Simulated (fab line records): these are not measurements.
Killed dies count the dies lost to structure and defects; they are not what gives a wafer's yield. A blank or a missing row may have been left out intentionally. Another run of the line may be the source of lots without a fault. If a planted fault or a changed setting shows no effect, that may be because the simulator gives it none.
A lot that was struck, set against a sound lot | flow sky130 | 43 out of 708 route steps
Sound: wafers L869.1, L869.2, L869.3. Wafers struck: L880.1, L880.4, L880.5. At the end, the cause is stated.
Per side, at each step with rows, come the tool, then ch with its chambers, and then its first start. Under that, the readings that differ: sound wafers | struck wafers | difference of the means | sigmas: that difference in standard deviations of wafers without a fault.
alike: readings with means less than 2 such deviations apart, plus words and numbers identical on both sides. not compared: withheld readings, readings lacking a value on some wafer, bounds such as >300 that could conceal the same value, and numbers that have no deviation in the record and whose values overlap.
A row with sigmas, a row that says differs or no value, or rows on one side alone: a step with any of these is where the two part. Numbers that don't overlap but have no deviation are shown without sigmas and don't part them. A reading that every wafer of one side lacks parts them only if that side has two wafers or more.

SKY_CAP2M_SPUTTER_02: material TiN, target thk 200 nm, time 166.7 s.
  sound on pvd-sputter-04 at day 40 16:38; struck on pvd-sputter-02 at day 45 02:10
  alike: throttle-valve-pct
SKY_CAP2M_RS_MEAS_03: measurement is done with a four-point probe.
  sound on film-metro-01 at day 40 16:44; struck on film-metro-01 at day 45 02:17
  alike: CAP2M_TIN_RS
SKY_CAP2M_THK_MEAS_04: measures by xrf.
  sound on film-metro-01 at day 40 16:52; struck on film-metro-01 at day 45 02:24
  alike: CAP2M_TIN_THK
then, 7 steps without rows for these wafers: SKY_CAP2M_DEHYDRATE_05 (time 60 s); SKY_CAP2M_HMDS_06 (prime time 60 s); SKY_CAP2M_COAT_07 (resist thk 1140 nm); SKY_CAP2M_SOFTBAKE_08 (time 60 s); SKY_CAP2M_EXPOSE_09 (exposes mask CAP2M, target cd 1000 nm); SKY_CAP2M_PEB_10; SKY_CAP2M_DEVELOP_11 (develop time 60 s).
SKY_CAP2M_OVL_MEAS_12:
  sound on overlay-01 at day 41 17:27; struck on overlay-01 at day 45 22:18
  alike: CAP2M_OVL
then, 1 step without rows for these wafers: SKY_CAP2M_METAL_ETCH_13 (etches TiN in Cl2/BCl3, stops on SiO2, target depth 220 nm, time 62.9 s).
SKY_CAP2M_STRIP_14: strips in O2/N2.
  sound on plasma-asher-03 ch 0,1, day 41 17:34; struck on plasma-asher-03 ch 0,1, day 45 22:25
  alike: drypump-motor-current-A, oes-product-au, strip-time-to-endpoint-s
  not compared: rf-hours-counter-h
then, 11 steps without rows for these wafers: SKY_CAP2M_STRIP_15 (strips in post etch residue remover, time 1200 s); SKY_CAP2M_CLEAN_16 (cleans in IPA, time 180 s); SKY_CAP2M_CLEAN_17 (cleans in O3/DIW); SKY_METAL4_DEHYDRATE_05 (time 60 s); SKY_METAL4_HMDS_06 (prime time 60 s); SKY_METAL4_COAT_07 (resist thk 60 nm); SKY_METAL4_COAT_08 (resist thk 1140 nm); SKY_METAL4_SOFTBAKE_09 (time 90 s); SKY_METAL4_EXPOSE_10 (exposes mask MM4, target cd 300 nm); SKY_METAL4_PEB_11; SKY_METAL4_DEVELOP_12 (develop time 60 s).
SKY_METAL4_CD_MEAS_13: the cd target is 300 nm.
  sound on cd-sem-02 at day 42 17:11; struck on cd-sem-01 at day 46 19:39
  alike: cd-nm
SKY_METAL4_OVL_MEAS_14:
  sound on overlay-01 at day 42 17:19; struck on overlay-02 at day 46 19:46
  alike: METAL4_OVL
then, 1 step without rows for these wafers: SKY_METAL4_DESCUM_15 (chemistry O2, time 8 s).
SKY_METAL4_ETCH_16: etches BARC in N2/H2, stops on SiO2, time 88.2 s, target depth 60 nm.
  sound on rie-metal-03 ch 1, day 42 17:24; struck on rie-metal-04 ch 0, day 46 19:50
  alike: drypump-motor-current-A, oes-product-au, throttle-valve-pct
  not compared: rf-hours-counter-h
SKY_METAL4_ETCH_17: etches SiO2 in C4F8/O2/Ar, stops on TiN, time 3.9 s, target depth 15 nm.
  sound on rie-diel-04 ch 1,2,3, day 42 17:36; struck on rie-diel-02 ch 1,2, day 46 19:56
  alike: oes-product-au
  not compared: rf-hours-counter-h
SKY_METAL4_METAL_ETCH_18: etches the open film in Cl2/BCl3, stops on SiO2, target depth 845 nm, time 183.1 s.
  sound on rie-metal-04 ch 0,1, day 42 17:37; struck on rie-metal-03 ch 1, day 46 19:58
  alike: drypump-motor-current-A, oes-product-au, throttle-valve-pct
  not compared: rf-hours-counter-h
SKY_METAL4_STRIP_19: strips in O2/N2.
  sound on plasma-asher-03 ch 0,1, day 42 17:48; struck on plasma-asher-04 ch 0, day 46 20:08
  alike: drypump-motor-current-A, oes-product-au, strip-time-to-endpoint-s
  not compared: rf-hours-counter-h
then, 4 steps without rows for these wafers: SKY_METAL4_STRIP_20 (strips in post etch residue remover, time 1200 s); SKY_METAL4_CLEAN_21 (cleans in IPA, time 180 s); SKY_METAL4_CLEAN_22 (cleans in O3/DIW); SKY_VIA4_HDPCVD_00 (deposits SiO2, target thk 1750 nm, time 291.7 s).
SKY_VIA4_THK_MEAS_01:
  sound on film-metro-02 at day 42 18:37; struck on film-metro-03 at day 46 20:54
  alike: VIA4_HDPCVD_THK
then, 1 step without rows for these wafers: SKY_VIA4_CMP_02 (polishes SiO2).
SKY_VIA4_BOW_MEAS_03:
  sound on film-metro-02 at day 42 18:58; struck on film-metro-03 at day 46 21:16
  alike: VIA4_BOW
then, 4 steps without rows for these wafers: SKY_VIA4_DEHYDRATE_04 (time 60 s); SKY_VIA4_HMDS_05 (prime time 60 s); SKY_VIA4_COAT_06 (resist thk 1140 nm); SKY_VIA4_SOFTBAKE_07 (time 60 s).
-- the record jumps here: 3 days lie between the struck wafers' starts before and after (it left off in module VIA4 and takes up again in module PAD_OPEN, whose first step shown is number 708 of the route) --
SKY_PAD_OPEN_PROBE_99:
  sound on prober-01 at day 46 15:04; struck on prober-01 at day 50 05:58
  reading                               | sound                | struck                                                                     | difference                   | sigmas
  hold                                  | - - -                | await-dispo/3.9h/release await-dispo/3.9h/release await-dispo/3.9h/release | no value on the sound wafers |
  defect-limited-yield (%)              | 83.1 83.7 82.3       | 79.1 74.8 75.8                                                             | -6.5                         | -3
  killed-at-other                       | 1 0 1                | 44 45 50                                                                   | +46                          | +90
  killed-dies                           | 83 80 87             | 103 124 119                                                                | +32                          | +3
  sort_bin_3_pad_short (%)              | 0.6 0.4 0.6          | 3.0 1.6 1.2                                                                | +1.4                         | +3
  sort_bin_5_function (%)               | 10.0 9.6 9.6         | 12.6 16.3 15.4                                                             | +5.0                         | +4
  sort-n-pass                           | 409 412 405          | 389 368 373                                                                | -32                          | -3
  sort-yield-pct (%)                    | 83.1 83.7 82.3       | 79.1 74.8 75.8                                                             | -6.5                         | -3
  model.etest.tester.sort-n-pass        | 409 412 405          | 389 368 373                                                                | -32                          |
  model.etest.tester.sort-yield-pct (%) | 83.13 83.74 82.32    | 79.06 74.8 75.81                                                           | -6.51                        |
  model.etest.tester.sort_bin_5_pct (%) | 9.959 9.553 9.553    | 12.6 16.26 15.45                                                           | +5.1                         |
  model.etest.tester.sort_bin_3_pct (%) | 0.6098 0.4065 0.6098 | 3.049 1.626 1.22                                                           | +1.423                       |
  alike: killed_at_M0_to_M3, killed_at_M4_up, killed-at-contacts, killed-at-front-end, killed-on-rim, killed-open, killed-short, sort_bin_6_memory

WHERE THEY PART
SKY_PAD_OPEN_PROBE_99 only, going by this record.

WHY: what had been put in by the simulator
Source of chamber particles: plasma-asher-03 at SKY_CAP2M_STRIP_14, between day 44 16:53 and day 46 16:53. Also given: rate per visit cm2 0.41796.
